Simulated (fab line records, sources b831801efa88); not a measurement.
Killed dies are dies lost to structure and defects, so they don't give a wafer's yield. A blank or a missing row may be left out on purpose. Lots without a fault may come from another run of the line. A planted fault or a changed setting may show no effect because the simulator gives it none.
Which tool did it? | flow gf180mcu | 13 lots, 39 wafers sampled, at 5 steps of a route of 602

WHAT THE GAUGES READ, wafer by wafer
GF_HV_LDD_CD_MEAS_07: target cd 400 nm. Usual: cd_nm 401.0 nm, standard deviation 2.1.
lot  | measured     | on        | cd_nm (nm)        | flag
L560 | day 10 19:28 | cd_sem-02 | 403.8 404.1 402.6 |
L563 | day 11 16:11 | cd_sem-01 | 403.9 402.8 403.1 |
L566 | day 12 23:35 | cd_sem-02 | 397.6 399.4 399.2 |
L567 | day 12 23:53 | cd_sem-02 | 400.9 399.4 401.0 |
L568 | day 13 02:28 | cd_sem-02 | 401.6 399.7 398.8 |
L570 | day 13 10:37 | cd_sem-01 | 400.7 399.8 400.7 |
L571 | day 14 00:58 | cd_sem-02 | 400.1 397.6 400.5 |
L576 | day 15 08:19 | cd_sem-01 | 399.8 402.6 399.6 |
L578 | day 16 05:17 | cd_sem-01 | 406.1 405.1 405.0 |
L579 | day 16 14:28 | cd_sem-01 | 404.1 401.8 403.3 |
L580 | day 16 23:45 | cd_sem-01 | 399.7 401.0 398.1 |
L581 | day 17 04:45 | cd_sem-01 | 398.0 400.2 399.1 |
L582 | day 17 13:11 | cd_sem-02 | 400.6 402.7 401.6 |

GF_HV_LDD_RS_MEAS_53: measures by four-point-probe. Usual: HV_LDD_RS 417.6 ohm/sq, standard deviation 1.
lot  | measured     | on            | HV_LDD_RS (ohm/sq) | flag
L560 | day 13 06:18 | film_metro-04 | 417.7 417.5 416.7  |
L563 | day 14 06:05 | film_metro-03 | 417.4 418.0 420.1  |
L566 | day 15 18:44 | film_metro-01 | 418.8 416.8 418.3  |
L567 | day 15 18:56 | film_metro-03 | 418.5 417.9 417.6  |
L568 | day 15 20:35 | film_metro-01 | 419.3 418.3 417.4  |
L570 | day 16 05:37 | film_metro-01 | 418.0 416.8 417.9  |
L571 | day 16 21:26 | film_metro-04 | 417.4 417.6 417.1  |
L576 | day 18 07:27 | film_metro-04 | - - -              | OFF
L578 | day 19 06:52 | film_metro-04 | - - -              | OFF
L579 | day 19 15:56 | film_metro-04 | 416.7 416.3 417.0  |
L580 | day 20 02:49 | film_metro-04 | 416.3 417.1 415.3  |
L581 | day 20 07:17 | film_metro-01 | 417.6 417.1 416.7  |
L582 | day 20 16:47 | film_metro-01 | 415.3 416.5 416.8  |

GF_NSD_OVL_MEAS_08. Usual: NSD_OVL 0.5 nm, standard deviation 1.7.
lot  | measured     | on         | NSD_OVL (nm)   | flag
L560 | day 14 06:20 | overlay-01 | 1.5 1.1 0.1    |
L563 | day 15 06:48 | overlay-01 | 1.1 1.8 1.7    |
L566 | day 16 22:01 | overlay-01 | 2.9 -0.3 1.1   |
L567 | day 16 22:19 | overlay-02 | 2.5 4.9 3.7    |
L568 | day 17 03:10 | overlay-02 | 1.5 1.3 2.1    |
L570 | day 17 09:13 | overlay-01 | 0.3 2.0 2.1    |
L571 | day 18 00:02 | overlay-01 | -1.2 -2.4 -2.4 |
L576 | day 19 11:01 | overlay-01 | 0.5 -0.5 0.4   |
L578 | day 20 11:44 | overlay-01 | -0.8 0.8 -2.2  |
L579 | day 20 18:52 | overlay-01 | 0.8 0.6 -0.3   |
L580 | day 21 05:40 | overlay-02 | -0.4 -2.5 -1.5 |
L581 | day 21 10:08 | overlay-01 | -2.3 -1.4 -0.2 |
L582 | day 21 19:14 | overlay-01 | -0.9 0.7 -0.5  |

WHICH TOOL RAN EACH LOT (tool, then ch and the chambers of the sampled wafers, then the start)
lot  | GF_HV_LDD_IMPLANT_36            | GF_HV_LDD_STRIP_49
L560 | implanter-02 ch 0, day 12 10:13 | plasma_asher-02 ch 0,1, day 13 06:01
L563 | implanter-02 ch 0, day 13 07:38 | plasma_asher-04 ch 1, day 14 05:49
L566 | implanter-02 ch 0, day 14 18:56 | plasma_asher-04 ch 0,1, day 15 18:28
L567 | implanter-04 ch 0, day 14 19:04 | plasma_asher-03 ch 0,1, day 15 18:40
L568 | implanter-04 ch 0, day 14 21:13 | plasma_asher-04 ch 0,1, day 15 20:17
L570 | implanter-04 ch 0, day 15 06:13 | plasma_asher-04 ch 0,1, day 16 05:19
L571 | implanter-01 ch 0, day 15 21:49 | plasma_asher-04 ch 0,1, day 16 21:10
L576 | implanter-04 ch 0, day 17 06:37 | plasma_asher-02 ch 0,1, day 18 07:08
L578 | implanter-04 ch 0, day 18 05:50 | plasma_asher-04 ch 0,1, day 19 06:34
L579 | implanter-02 ch 0, day 18 14:07 | plasma_asher-02 ch 0,1, day 19 15:40
L580 | implanter-01 ch 0, day 19 01:04 | plasma_asher-04 ch 0,1, day 20 02:31
L581 | implanter-01 ch 0, day 19 06:16 | plasma_asher-03 ch 0,1, day 20 07:00
L582 | implanter-01 ch 0, day 19 15:20 | plasma_asher-04 ch 0,1, day 20 16:29
- GF_HV_LDD_IMPLANT_36
- GF_HV_LDD_STRIP_49: strips in O2/N2.

WHAT THE TOOLS THEMSELVES READ (means of the sampled wafers that have a number; where no wafer has one, the mark that the record gives instead)
GF_HV_LDD_IMPLANT_36. Usual: tilt_deg 30.006 degrees, standard deviation 0.023.
lot  | tool         | tilt_deg (degrees) | flag
L560 | implanter-02 | 30.030             |
L563 | implanter-02 | 29.985             |
L566 | implanter-02 | 30.010             |
L567 | implanter-04 | 30.044             |
L568 | implanter-04 | 30.005             |
L570 | implanter-04 | 30.005             |
L571 | implanter-01 | 29.994             |
L576 | implanter-04 | 23.261             | OFF
L578 | implanter-04 | 23.265             | OFF
L579 | implanter-02 | 29.979             |
L580 | implanter-01 | 29.998             |
L581 | implanter-01 | 30.039             |
L582 | implanter-01 | 29.999             |

GF_HV_LDD_STRIP_49. Usual: drypump_motor_current_A 5.5 A, standard deviation 0.41; heater_power_w 351 W, standard deviation 36; o2_flow_sccm 2999 sccm, standard deviation 16; oes_product_au 0.717 a.u., standard deviation 0.0047; strip_time_to_endpoint_s 12.63 s, standard deviation 0.043.
lot  | tool            | drypump_motor_current_A (A) | heater_power_w (W) | o2_flow_sccm (sccm) | oes_product_au (a.u.) | strip_time_to_endpoint_s (s) | flag
L560 | plasma_asher-02 | 5.7                         | 326                | 3009                | 0.718                 | 12.60                        |
L563 | plasma_asher-04 | 5.6                         | 389                | 3004                | 0.721                 | 12.62                        |
L566 | plasma_asher-04 | 5.4                         | 371                | 2992                | 0.714                 | 12.59                        |
L567 | plasma_asher-03 | 5.2                         | 327                | 2994                | 0.716                 | 12.62                        |
L568 | plasma_asher-04 | 5.5                         | 377                | 2998                | 0.717                 | 12.62                        |
L570 | plasma_asher-04 | 5.3                         | 368                | 3002                | 0.722                 | 12.61                        |
L571 | plasma_asher-04 | 5.5                         | 377                | 2992                | 0.718                 | 12.61                        |
L576 | plasma_asher-02 | 5.7                         | 327                | 3001                | 0.721                 | 12.67                        |
L578 | plasma_asher-04 | 5.3                         | 360                | 2996                | 0.717                 | 12.74                        |
L579 | plasma_asher-02 | 5.7                         | 325                | 3000                | 0.711                 | 12.67                        |
L580 | plasma_asher-04 | 5.4                         | 375                | 3000                | 0.717                 | 12.64                        |
L581 | plasma_asher-03 | 5.2                         | 328                | 3003                | 0.714                 | 12.65                        |
L582 | plasma_asher-04 | 5.4                         | 372                | 3001                | 0.716                 | 12.58                        |

THE ANSWER, worked out from the rows above alone
Rule: a lot is off if the mean of its wafers that have a number lies more than 3 standard deviations from the usual mean. A lot without any number at a reading at which 4 lots or more have one is off too. The other lots that the step has rows for count as sound. The gauges are gone through in route order, then the tools' own readings, and for those a lot's mean is taken as printed above. The first step at which some lot is off is used, and at that step the reading that is off furthest; a lot without a number counts as furthest.
Off: L576, L578, at GF_HV_LDD_RS_MEAS_53 (HV_LDD_RS). Without a number there: L576, L578.
A tool fits if, at a process step before that reading, it ran every lot that is off, and no sound lot after the first of them. The gauges at GF_HV_LDD_RS_MEAS_53 aren't tried: what is off there is off at GF_HV_LDD_IMPLANT_36 too, on other tools, and a gauge's error can't cause that. One fits: implanter-04 at GF_HV_LDD_IMPLANT_36. Its last sound lot is L570 (day 15 06:13), its first lot that is off L576 (day 17 06:37): a fault that began between those two fits.
The tool's own readings at GF_HV_LDD_IMPLANT_36 bear it out: on the lots that are off they differ by more than 5 times the standard deviation of the sound lots' means. tilt_deg reads 23.263 degrees there against 30.008 degrees on the sound lots.

WHAT THE SIMULATOR HAD PUT IN
Process parameter drift: implanter-04, from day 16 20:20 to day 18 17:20, at GF_HV_LDD_IMPLANT_36. Setting tilt_deg, moved by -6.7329, from 30. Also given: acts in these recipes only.
Lots struck among those shown: L576, L578. The rule above found the same.
